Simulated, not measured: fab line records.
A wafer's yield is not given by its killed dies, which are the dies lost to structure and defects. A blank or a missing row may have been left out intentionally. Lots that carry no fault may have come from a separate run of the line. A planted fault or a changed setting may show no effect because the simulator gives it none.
Tool commonality check | flow sky130 | Sample size 12 lots and 36 wafers

== REASON FOR OPENING ==
Of 12 lots, 2 have the reading LDD_HVN_TW flagged at SKY_LDD_HVN_TW_MEAS_10. Wafers without a fault read 1442, standard deviation 8.5.
Rule: flag the lot when none of its wafers has a number, or when each of its wafers that has one lies beyond 4 standard deviations from that mean. All remaining lots are regarded as sound.

lot  | measured     | on            | LDD_HVN_TW, wafer by wafer | flag
L426 | day 21 00:35 | film_metro-03 | 1429 1425 1433             |
L427 | day 21 19:23 | film_metro-02 | 1437 1448 1454             |
L435 | day 24 12:11 | film_metro-02 | 1436 1443 1443             |
L437 | day 25 00:10 | film_metro-03 | 2576 2582 2573             | FLAGGED
L439 | day 25 13:06 | film_metro-04 | 2612 2609 2599             | FLAGGED
L440 | day 25 19:02 | film_metro-02 | 1430 1445 1441             |
L441 | day 26 04:41 | film_metro-04 | 1452 1462 1445             |
L444 | day 27 08:34 | film_metro-02 | 1448 1443 1441             |
L445 | day 27 13:47 | film_metro-02 | 1447 1455 1445             |
L446 | day 27 23:05 | film_metro-02 | 1448 1445 1447             |
L447 | day 28 03:05 | film_metro-04 | 1452 1457 1451             |
L448 | day 28 12:17 | film_metro-03 | 1440 1435 1437             |
Averaged over the flagged lots the numbers come to 2592, +1150 from the usual (+99 or more standard deviations).

== WHICH TOOL RAN EACH LOT ==
Before the reading, the record contains 2 process steps out of a 708-step route. In each cell: the tool, then ch and the chambers that the sampled wafers went through, then the start.
lot  | flag    | SKY_POLY_GATE_ETCH_15              | SKY_LDD_HVN_IMPLANT_08
L426 |         | rie_diel-02 ch 0,2,3, day 17 02:39 | implanter-02 ch 0, day 21 00:20
L427 |         | rie_diel-02 ch 0,1, day 17 16:57   | implanter-02 ch 0, day 21 19:08
L435 |         | rie_diel-02 ch 0,2,3, day 20 11:52 | implanter-01 ch 0, day 24 11:56
L437 | FLAGGED | rie_diel-01 ch 1,2, day 21 04:07   | implanter-01 ch 0, day 24 23:56
L439 | FLAGGED | rie_diel-03 ch 2,3, day 21 16:39   | implanter-01 ch 0, day 25 12:53
L440 |         | rie_diel-02 ch 0,3, day 21 22:03   | implanter-04 ch 0, day 25 18:47
L441 |         | rie_diel-01 ch 0,1,2, day 22 07:58 | implanter-04 ch 0, day 26 04:27
L444 |         | rie_diel-01 ch 1,2,3, day 23 13:00 | implanter-02 ch 0, day 27 08:22
L445 |         | rie_diel-02 ch 0,1,2, day 23 18:27 | implanter-02 ch 0, day 27 13:32
L446 |         | rie_diel-01 ch 1,2,3, day 24 03:33 | implanter-02 ch 0, day 27 22:52
L447 |         | rie_diel-02 ch 0,1,2, day 24 09:06 | implanter-02 ch 0, day 28 02:50
L448 |         | rie_diel-02 ch 0,2, day 24 18:30   | implanter-01 ch 0, day 28 12:02
What these steps do:
- SKY_POLY_GATE_ETCH_15: etches BARC in N2/H2, stops on SiO2, time 118.5 s, target depth 110 nm.
- SKY_LDD_HVN_IMPLANT_08
- SKY_LDD_HVN_TW_MEAS_10

== FLAGGED AGAINST TOTAL, ONE TOOL AT A TIME (gauges that did the reading follow at the end) ==
step                   | tool          | lots run | flagged | share of the flagged lots | sound lots run after its first flagged lot
SKY_POLY_GATE_ETCH_15  | rie_diel-01   | 4        | 1       | some                      | 3 (L441,L444,L446)
SKY_POLY_GATE_ETCH_15  | rie_diel-02   | 7        | 0       | none                      | -
SKY_POLY_GATE_ETCH_15  | rie_diel-03   | 1        | 1       | some                      | 0
SKY_LDD_HVN_IMPLANT_08 | implanter-01  | 4        | 2       | all                       | 1 (L448)
SKY_LDD_HVN_IMPLANT_08 | implanter-02  | 6        | 0       | none                      | -
SKY_LDD_HVN_IMPLANT_08 | implanter-04  | 2        | 0       | none                      | -
SKY_LDD_HVN_TW_MEAS_10 | film_metro-02 | 6        | 0       | none                      | -
SKY_LDD_HVN_TW_MEAS_10 | film_metro-03 | 3        | 1       | some                      | 1 (L448)
SKY_LDD_HVN_TW_MEAS_10 | film_metro-04 | 3        | 1       | some                      | 2 (L441,L447)

== WHAT THE TABLE ALLOWS ==
Rows of the table that ran each flagged lot: 1, that is implanter-01 at SKY_LDD_HVN_IMPLANT_08.
- implanter-01 at SKY_LDD_HVN_IMPLANT_08 ran 4 lots, 2 of them flagged. Sound lots followed the first flagged one (L448) on it, something a lasting fault affecting the whole tool could not allow. Its own readings (dose_ions_cm2, faraday_current_uA) fall more than 4 standard deviations out on all wafers of the flagged lots.
Every row of the table either missed a flagged lot or ran a sound lot after the first.

== WHAT THE SIMULATOR HAD PUT IN ==
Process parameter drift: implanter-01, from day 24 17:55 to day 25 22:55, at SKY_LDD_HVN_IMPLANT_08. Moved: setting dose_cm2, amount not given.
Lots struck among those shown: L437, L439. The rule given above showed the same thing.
